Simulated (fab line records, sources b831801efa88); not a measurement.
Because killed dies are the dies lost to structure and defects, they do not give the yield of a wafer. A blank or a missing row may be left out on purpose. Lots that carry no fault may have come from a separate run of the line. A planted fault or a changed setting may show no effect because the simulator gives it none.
Struck lot and sound lot, side by side + flow sky130 + 32 out of 708 route steps
Sound: these wafers, L892.2, L892.3, L892.6. The struck wafers were L898.1, L898.2, L898.3. The cause is named last.
For every step that has rows: the tool of each side, followed by ch and its chambers, followed by its first start. Under that, the readings that differ: sound wafers + struck wafers + difference of the means + sigmas: that difference in standard deviations of wafers without a fault.
alike: a reading whose means differ by less than 2 such deviations, as well as words and numbers matching on both sides. not compared: withheld readings; readings where some wafer has no value; bounds like >300 that might hide an equal value; numbers whose values overlap and for which the record gives no deviation.
The two part at a step that has a row with sigmas, a row that says differs or no value, or rows on one side only. Numbers that don't overlap but have no deviation are shown without sigmas and don't part them. A reading that every wafer of one side lacks parts them only if that side has two wafers or more.

SKY_CAP2M_THK_MEAS_01:
  struck on film-metro-02, day 44 22:25; sound on film-metro-04, day 43 08:12
  alike: CAP2M_CVD_00_THK
SKY_CAP2M_SPUTTER_02: material TiN, target thk 200 nm, time 166.7 s.
  struck on pvd-sputter-03, day 44 22:28; sound on pvd-sputter-04, day 43 08:15
  alike: throttle-valve-pct
SKY_CAP2M_RS_MEAS_03: measures by four-point-probe.
  struck on film-metro-03, day 44 22:35; sound on film-metro-03, day 43 08:23
  alike: CAP2M_TIN_RS
SKY_CAP2M_THK_MEAS_04: measures by xrf.
  struck on film-metro-03, day 44 22:42; sound on film-metro-03, day 43 08:29
  alike: CAP2M_TIN_THK
then, 7 steps without rows for these wafers: SKY_CAP2M_DEHYDRATE_05 (time 60 s); SKY_CAP2M_HMDS_06 (prime time 60 s); SKY_CAP2M_COAT_07 (resist thk 1140 nm); SKY_CAP2M_SOFTBAKE_08 (time 60 s); SKY_CAP2M_EXPOSE_09 (exposes mask CAP2M, target cd 1000 nm); SKY_CAP2M_PEB_10; SKY_CAP2M_DEVELOP_11 (develop time 60 s).
SKY_CAP2M_OVL_MEAS_12:
  struck on overlay-02, day 45 19:42; sound on overlay-01, day 44 07:07
  alike: CAP2M_OVL
SKY_CAP2M_METAL_ETCH_13: etches TiN in Cl2/BCl3, stops on SiO2, target depth 220 nm, time 62.9 s.
  sound on rie-metal-03 ch 0,1, day 44 07:09; struck on rie-metal-03 ch 1, day 45 19:44
| reading                                    | sound                | struck               | difference | sigmas |
|--------------------------------------------|----------------------|----------------------|------------|--------|
| oes-product-au (a.u.)                      | 0.941 0.936 0.940    | 0.843 0.832 0.838    | -0.101     | -14    |
| run-length-s (s)                           | 91.1 91.3 90.7       | 104.4 105.0 104.6    | +13.6      | +18    |
| throttle-valve-pct (%)                     | 21.892 21.926 21.903 | 21.969 21.966 21.968 | +0.061     | +6     |
| model.NOVOLAK_of_CAP2M_COAT_07.thk-nm (nm) | 989.7 982.6 988.6    | 965.9 969.7 963.5    | -20.6      |        |
| model.SiO2_of_CAP2M_CVD_00.thk-nm (nm)     | 15.36 14.97 15.52    | 10.33 10.52 10.32    | -4.89      |        |
| model.CAP2M.feature-depth-nm (nm)          | 198.8 199.5 199.8    | 204.1 205.3 203.7    | +5.0       |        |
  alike: drypump-motor-current-A, mfc-cl2-sccm
  not compared: rf-hours-counter-h
SKY_CAP2M_STRIP_14: strips in O2/N2.
  sound on plasma-asher-02 ch 0,1, day 44 07:13; struck on plasma-asher-04 ch 0,1, day 45 19:53
| reading                      | sound             | struck            | difference | sigmas |
|------------------------------|-------------------|-------------------|------------|--------|
| strip-time-to-endpoint-s (s) | 12.62 12.53 12.60 | 12.33 12.40 12.31 | -0.24      | -4     |
  alike: drypump-motor-current-A, o2-flow-sccm, oes-product-au
  not compared: rf-hours-counter-h
then, 11 steps without rows for these wafers: SKY_CAP2M_STRIP_15 (strips in post etch residue remover, time 1200 s); SKY_CAP2M_CLEAN_16 (cleans in IPA, time 180 s); SKY_CAP2M_CLEAN_17 (cleans in O3/DIW); SKY_METAL4_DEHYDRATE_05 (time 60 s); SKY_METAL4_HMDS_06 (prime time 60 s); SKY_METAL4_COAT_07 (resist thk 60 nm); SKY_METAL4_COAT_08 (resist thk 1140 nm); SKY_METAL4_SOFTBAKE_09 (time 90 s); SKY_METAL4_EXPOSE_10 (exposes mask MM4, target cd 300 nm); SKY_METAL4_PEB_11; SKY_METAL4_DEVELOP_12 (develop time 60 s).
SKY_METAL4_CD_MEAS_13: the cd target is 300 nm.
  struck on cd-sem-01, day 46 16:53; sound on cd-sem-02, day 45 06:16
  alike: cd-nm
SKY_METAL4_OVL_MEAS_14:
  struck on overlay-01, day 46 17:01; sound on overlay-02, day 45 06:22
  alike: METAL4_OVL
SKY_METAL4_DESCUM_15: chemistry O2, time 8 s.
  sound on rie-metal-04 ch 0,1, day 45 06:23; struck on rie-metal-02 ch 0,1, day 46 17:02
  alike: drypump-motor-current-A, oes-product-au
  not compared: rf-hours-counter-h
SKY_METAL4_ETCH_16: etches BARC in N2/H2, stops on SiO2, time 88.2 s, target depth 60 nm.
  sound on rie-metal-04 ch 0,1, day 45 06:25; struck on rie-metal-02 ch 0,1, day 46 17:04
  alike: drypump-motor-current-A, oes-product-au, run-length-s, throttle-valve-pct
  not compared: rf-hours-counter-h
SKY_METAL4_ETCH_17: etches SiO2 in C4F8/O2/Ar, stops on TiN, time 3.9 s, target depth 15 nm.
  sound on rie-diel-01 ch 0,1,2, day 45 06:31; struck on rie-diel-02 ch 0,1,2, day 46 17:10
| reading                  | sound             | struck            | difference | sigmas |
|--------------------------|-------------------|-------------------|------------|--------|
| oes-product-au (a.u.)    | 0.749 0.743 0.761 | 0.628 0.634 0.633 | -0.119     | -15    |
| model.etch.depth-nm (nm) | 15.36 14.97 15.52 | 10.33 10.52 10.32 | -4.89      |        |
SKY_METAL4_METAL_ETCH_18: etches the open film in Cl2/BCl3, stops on SiO2, target depth 845 nm, time 183.1 s.
  sound on rie-metal-01 ch 0,1, day 45 06:32; struck on rie-metal-01 ch 0,1, day 46 17:11
  alike: drypump-motor-current-A, mfc-cl2-sccm, oes-product-au, run-length-s, throttle-valve-pct
  not compared: rf-hours-counter-h
-- the record jumps here: 3 days lie between the struck wafers' starts before and after (it left off in module METAL4 and takes up again in module PAD_OPEN, whose first step shown is number 708 of the route) --
SKY_PAD_OPEN_PROBE_99:
  struck on prober-01, day 50 01:59; sound on prober-01, day 48 20:29
| reading                               | sound                | struck               | difference | sigmas |
|---------------------------------------|----------------------|----------------------|------------|--------|
| model.etest.cap-mim2.bv-v (V)         | 13.83 13.78 14.14    | 11.93 12.2 12.26     | -1.79      |        |
| model.etest.cap-mim2.leak-log10-a-cm2 | -8.998 -8.709 -8.881 | -8.296 -8.307 -8.208 | +0.592     |        |
  alike: defect-limited-yield, killed_at_M0_to_M3, killed_at_M4_up, killed-at-contacts, killed-at-front-end, killed-at-other, killed-dies, killed-open, killed-short, sort_bin_3_pad_short, sort_bin_5_function, sort_bin_6_memory, sort-n-pass, sort-yield-pct

WHERE THEY PART
Earliest at SKY_CAP2M_METAL_ETCH_13; latest, in this record, at SKY_METAL4_ETCH_17. Later steps at which nothing parts them and some readings are alike: SKY_METAL4_METAL_ETCH_18, SKY_PAD_OPEN_PROBE_99.

WHY: what the simulator had put in
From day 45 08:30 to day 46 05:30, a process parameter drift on rie-metal-03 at SKY_CAP2M_METAL_ETCH_13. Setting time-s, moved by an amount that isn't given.
